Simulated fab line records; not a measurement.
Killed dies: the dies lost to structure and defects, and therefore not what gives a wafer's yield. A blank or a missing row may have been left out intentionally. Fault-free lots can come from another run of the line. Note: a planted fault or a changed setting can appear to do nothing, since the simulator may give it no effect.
One fault through the eyes of 2 desks :: flow gf180mcu :: numbers are kept per desk, each desk with only its own; the story behind them comes last

== TOOL OWNER'S DESK, pvd sputter-04 ==
The tool's own readings at GF_SALICIDE_SPUTTER_02 (material Co, target thk 10 nm, time 20 s): means of the sampled wafers that have a number, for each lot that ran on this tool. If a lot's mean is further than 4 standard deviations from the usual mean, the lot is out of limits and carries the mark OUT (the distance appears in the brackets).
Columns: A = throttle valve pct at GF_SALICIDE_SPUTTER_02, usual 30.2 %
lot: L150
first seen here: day 15 02:02
A: 30.3

lot: L157
first seen here: day 17 22:29
A: 30.2

lot: L159
first seen here: day 18 11:08
A: 30.9

lot: L160
first seen here: day 18 19:14
A: 30.0

lot: L161
first seen here: day 19 07:26
A: 30.1

lot: L170
first seen here: day 22 07:56
A: 29.9
Finding of this desk: none of the 6 lots has anything out of limits.

== AT THE METROLOGY DESK ==
What the gauges read, lot by lot, whatever tool the lot ran on: means of the sampled wafers that have a number. If a lot's mean is further than 4 standard deviations from the usual mean, the lot is out of limits and carries the mark OUT (the distance appears in the brackets).
Columns: A = SALICIDE_TIN_RS at GF_SALICIDE_RS_MEAS_04, usual 16.40 ohm/sq; B = CONTACT_W_RS at GF_CONTACT_RS_MEAS_25, usual 0.379 ohm/sq; C = M1_OVL at GF_M1_OVL_MEAS_15, usual -3 nm
lot: L150
first seen here: day 15 02:08
A: 16.34
B: 0.380
C: -4

lot: L151
first seen here: day 15 15:00
A: 16.53
B: 0.381
C: 3

lot: L152
first seen here: day 15 20:51
A: 16.32
B: 0.380
C: 4

lot: L153
first seen here: day 16 08:04
A: 16.65
B: 0.378
C: 3

lot: L154
first seen here: day 16 16:35
A: 16.52
B: 0.388
C: -7

lot: L157
first seen here: day 17 22:32
A: 16.47
B: 0.372
C: -5

lot: L158
first seen here: day 18 02:23
A: 16.29
B: 0.376
C: -2

lot: L159
first seen here: day 18 11:11
A: 16.15
B: 0.374
C: -9

lot: L160
first seen here: day 18 19:18
A: 19.96 (+16) OUT
B: 0.382
C: -4

lot: L161
first seen here: day 19 07:32
A: 17.91 (+6.8) OUT
B: 0.380
C: -2

lot: L169
first seen here: day 22 07:41
A: 16.19
B: 0.371
C: -2

lot: L170
first seen here: day 22 07:59
A: 16.30
B: 0.377
C: -4

lot: L172
first seen here: day 23 03:40
A: 16.55
B: 0.381
C: -11
This desk finds L160, L161 out of limits, with the earliest case on L160 at day 18 19:18 (SALICIDE_TIN_RS at GF_SALICIDE_RS_MEAS_04). Within limits: L150, L151, L152, L153, L154, L157, L158, L159, L169, L170, L172.

== PUT TOGETHER ==
L160, L161 would have let the metrology desk raise an alarm at day 18 19:18.
Nothing out of limits was seen by the tool owner's desk.
Tool owner's desk: L160, L161 on record, inside its limits.
All the named lots went through GF_SALICIDE_SPUTTER_02 on pvd sputter-04.

== WHAT THE SIMULATOR HAD INSERTED ==
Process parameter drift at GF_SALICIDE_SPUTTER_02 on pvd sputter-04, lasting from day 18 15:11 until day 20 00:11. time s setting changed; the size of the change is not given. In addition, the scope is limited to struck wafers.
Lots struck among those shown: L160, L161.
Hours from the fault's start to each desk's first reading out of limits: the metrology desk, 4.
